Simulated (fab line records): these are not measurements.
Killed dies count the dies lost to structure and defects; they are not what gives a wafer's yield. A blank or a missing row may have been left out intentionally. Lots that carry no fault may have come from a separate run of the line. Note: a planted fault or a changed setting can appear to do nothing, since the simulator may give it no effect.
Which tool did it? :: flow sky130 :: route of 708 steps, sampled at 1 step: 7 lots, 21 wafers

## WHAT EACH GAUGE READ, for each wafer
SKY_FIELD_ISO_THK_MEAS_23.
lot: L192
measured: day 2 22:07
on: filmMetro-02
FIELD_ISO_OXIDATION_01_THK (nm): 10.18 9.89 9.93

lot: L194
measured: day 3 14:47
on: filmMetro-02
FIELD_ISO_OXIDATION_01_THK (nm): 10.19 9.95 10.03

lot: L198
measured: day 4 02:13
on: filmMetro-02
FIELD_ISO_OXIDATION_01_THK (nm): 10.04 10.14 10.06

lot: L203
measured: day 5 06:49
on: filmMetro-03
FIELD_ISO_OXIDATION_01_THK (nm): 10.12 10.27 10.09

lot: L206
measured: day 5 18:08
on: filmMetro-03
FIELD_ISO_OXIDATION_01_THK (nm): 10.18 10.14 10.27

lot: L210
measured: day 6 22:23
on: filmMetro-02
FIELD_ISO_OXIDATION_01_THK (nm): 9.86 9.66 9.89

lot: L211
measured: day 7 02:26
on: filmMetro-04
FIELD_ISO_OXIDATION_01_THK (nm): 10.22 10.05 10.18

## WHICH TOOL RAN EACH LOT (tool, then ch and the chambers of the sampled wafers, then the start)
There is no process step in the record ahead of these readings.

## THE ANSWER, worked out from the rows above alone
Rule: the usual values come from the lots themselves. The widest of any qualifying gaps counts: lots, ordered by their means at a reading, are off when they make up no more than a third of the lots, leave a main group of 4 or more, and stand apart from it by 3 or more times the standard deviation of that group's means. The tables above print the reading to a certain number of digits; a main group whose means all agree to those digits is not used. A lot without any number at a reading at which 4 lots or more have one is off too. The other lots that the step has rows for count as sound.
None of the lots is off at any reading shown; this tells nothing.

## WHAT HAD BEEN PUT IN BY THE SIMULATOR
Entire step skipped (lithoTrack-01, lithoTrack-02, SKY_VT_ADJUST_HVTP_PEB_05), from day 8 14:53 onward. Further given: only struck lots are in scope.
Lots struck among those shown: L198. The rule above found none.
